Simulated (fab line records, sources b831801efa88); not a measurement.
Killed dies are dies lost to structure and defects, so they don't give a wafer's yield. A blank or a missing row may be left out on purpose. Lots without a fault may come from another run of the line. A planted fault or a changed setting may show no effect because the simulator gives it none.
Which tool did it? | flow sky130 | 7 lots, 21 wafers sampled, at 2 steps of a route of 708

WHAT THE GAUGES READ, wafer by wafer
SKY_LDD_P_OVL_MEAS_08.
lot  | measured     | on         | LDD_P_OVL (nm)
L349 | day 20 10:53 | overlay-02 | 0.2 0.7 -1.3
L350 | day 20 15:11 | overlay-01 | -1.2 0.9 0.7
L353 | day 21 18:32 | overlay-02 | -0.6 1.3 1.1
L355 | day 22 14:29 | overlay-02 | 9.0 9.2 9.9
L357 | day 22 19:41 | overlay-01 | 10.0 9.3 10.0
L367 | day 27 13:20 | overlay-01 | 1.7 1.1 -1.1
L368 | day 28 08:59 | overlay-01 | 0.1 1.5 1.7

WHICH TOOL RAN EACH LOT (tool, then ch and the chambers of the sampled wafers, then the start)
lot  | SKY_LDD_P_EXPOSE_04
L349 | iline_stepper-01 ch 0, day 19 19:50
L350 | iline_stepper-01 ch 0, day 20 00:11
L353 | iline_stepper-01 ch 0, day 21 03:08
L355 | iline_stepper-01 ch 0, day 21 22:17
L357 | iline_stepper-01 ch 0, day 22 03:55
L367 | iline_stepper-02 ch 0, day 26 23:16
L368 | iline_stepper-02 ch 0, day 27 19:19
- SKY_LDD_P_EXPOSE_04: exposes mask PSDM, target cd 380 nm.

THE ANSWER, worked out from the rows above alone
Rule: what is usual is taken from the lots themselves. Put in order of their means at a reading, lots are off if they are a third of the lots or fewer, leave a main group of 4 or more, and stand apart from it by a gap of 3 or more times the standard deviation of the main group's means; of several such gaps the widest counts. A main group whose means are all the same, to the digits that the tables above print for the reading, isn't used. A lot without any number at a reading at which 4 lots or more have one is off too. The other lots that the step has rows for count as sound.
Off: L355, L357, at SKY_LDD_P_OVL_MEAS_08 (LDD_P_OVL). The main group: mean 0.5 nm, standard deviation 0.42.
A tool fits if, at a process step before that reading, it ran every lot that is off, and no sound lot after the first of them. The gauges at SKY_LDD_P_OVL_MEAS_08 are tried like those tools. One fits: iline_stepper-01 at SKY_LDD_P_EXPOSE_04. Its last sound lot is L353 (day 21 03:08), its first lot that is off L355 (day 21 22:17): a fault that began between those two fits.

WHAT THE SIMULATOR HAD PUT IN
Scanner matching overlay: iline_stepper-01, from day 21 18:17 on, at SKY_LDD_P_EXPOSE_04. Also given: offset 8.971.
Lots struck among those shown: L355, L357. The rule above found the same.
